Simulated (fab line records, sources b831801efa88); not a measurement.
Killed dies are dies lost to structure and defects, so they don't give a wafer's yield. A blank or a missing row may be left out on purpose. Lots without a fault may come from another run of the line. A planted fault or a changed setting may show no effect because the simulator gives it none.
Chamber matching | flow sky130 | SKY_VIA1_ETCH_15 on rie_diel-03: 4 sister chambers
The step etches SiO2 in C4F8/O2/Ar, stops on TiN, target depth 351 nm, time 54 s. 8 wafers are shown with their chamber, then 10 later ones without.

WAFERS WITH THEIR CHAMBER
wafer  | chamber | oes_product_au (a.u.)
L080.2 | 2       | 0.972
L085.2 | 0       | 0.971
L085.5 | 1       | 0.971
L086.1 | 2       | 0.963
L086.3 | 3       | 0.972
L086.6 | 1       | 0.976
L087.1 | 3       | 0.977
L087.4 | 0       | 0.991

WAFERS WITHOUT THEIR CHAMBER
wafer  | oes_product_au (a.u.)
L087.5 | 0.979
L089.4 | 0.975
L089.5 | 0.979
L089.6 | 0.979
L094.2 | 0.974
L094.4 | 0.969
L094.5 | 0.955
L096.2 | 0.987
L096.3 | 0.979
L096.4 | 0.983

WHICH CHAMBER EACH WENT THROUGH
wafer  | from the rows above               | in truth
L087.5 | can't be placed: 0 or 3 or 1 or 2 | 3
L089.4 | can't be placed: 3 or 1 or 0 or 2 | 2
L089.5 | can't be placed: 0 or 3 or 1 or 2 | 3
L089.6 | can't be placed: 0 or 3 or 1 or 2 | 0
L094.2 | can't be placed: 1 or 3 or 2 or 0 | 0
L094.4 | can't be placed: 2 or 1 or 3 or 0 | 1
L094.5 | can't be placed: 2 or 1 or 3 or 0 | 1
L096.2 | can't be placed: 0 or 3 or 1 or 2 | 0
L096.3 | can't be placed: 0 or 3 or 1 or 2 | 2
L096.4 | can't be placed: 0 or 3 or 1 or 2 | 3
Placed correctly: 0 of 10. Can't be placed from these rows: 10 (the true chamber is among the candidates in 10). Placed wrongly: 0.
How it was worked out, from the rows above alone: a wafer's distance from a chamber is the root of the sum, over the readings, of the square of ((its reading less the chamber's mean) divided by the reading's scatter). The wafer belongs to the nearest chamber; if the next one is less than 2 further off, it can't be placed. A chamber's mean is the mean of its shown wafers. The scatter: the root of (the sum of the squares of (reading less its chamber's mean) over the shown wafers, divided by (wafers less chambers)).
